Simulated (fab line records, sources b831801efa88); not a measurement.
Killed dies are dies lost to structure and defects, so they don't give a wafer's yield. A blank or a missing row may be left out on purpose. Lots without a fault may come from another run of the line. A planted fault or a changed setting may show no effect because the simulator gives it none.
Which tool did it? | flow sky130 | 12 lots, 36 wafers sampled, at 2 steps of a route of 708

WHAT THE GAUGES READ, wafer by wafer
SKY_VIA2_BOW_MEAS_03.
lot  | measured     | on            | VIA2_BOW (um)
L075 | day 35 08:50 | film_metro-04 | 78 87 90
L077 | day 35 23:04 | film_metro-04 | 78 92 86
L079 | day 37 04:04 | film_metro-03 | 83 81 85
L081 | day 37 12:40 | film_metro-02 | 81 99 95
L085 | day 38 17:04 | film_metro-03 | 84 85 85
L083 | day 38 21:35 | film_metro-02 | 97 86 79
L087 | day 39 16:26 | film_metro-04 | 84 81 80
L089 | day 40 11:53 | film_metro-04 | 91 85 73
L091 | day 40 17:01 | film_metro-02 | 87 78 85
L093 | day 40 21:10 | film_metro-03 | 81 85 81
L095 | day 41 03:14 | film_metro-02 | 98 91 86
L097 | day 42 03:25 | film_metro-03 | 102 89 90

WHICH TOOL RAN EACH LOT (tool, then ch and the chambers of the sampled wafers, then the start)
lot  | SKY_LI_CONTACT_ETCH_15
L075 | rie_diel-01 ch 1,2,3, day 29 08:57
L077 | rie_diel-01 ch 1,2, day 29 22:18
L079 | rie_diel-03 ch 1,2,3, day 31 05:24
L081 | rie_diel-03 ch 0,2, day 31 17:06
L085 | rie_diel-03 ch 0,1,3, day 32 22:21
L083 | rie_diel-04 ch 0,1, day 33 01:36
L087 | rie_diel-04 ch 2,3, day 33 21:09
L089 | rie_diel-01 ch 0,1,2, day 34 18:48
L091 | rie_diel-04 ch 0,1,3, day 34 21:54
L093 | rie_diel-04 ch 0,2,3, day 35 06:03
L095 | rie_diel-03 ch 1,3, day 35 13:24
L097 | rie_diel-01 ch 0,1,2, day 36 13:30
- SKY_LI_CONTACT_ETCH_15: etches PSG in C4F8/O2/Ar, stops on Si, target depth 600 nm.

THE ANSWER, worked out from the rows above alone
Rule: what is usual is taken from the lots themselves. Put in order of their means at a reading, lots are off if they are a third of the lots or fewer, leave a main group of 4 or more, and stand apart from it by a gap of 3 or more times the standard deviation of the main group's means; of several such gaps the widest counts. A main group whose means are all the same, to the digits that the tables above print for the reading, isn't used. A lot without any number at a reading at which 4 lots or more have one is off too. The other lots that the step has rows for count as sound.
No lot is off at any reading shown: from this, nothing can be told.

WHAT THE SIMULATOR HAD PUT IN
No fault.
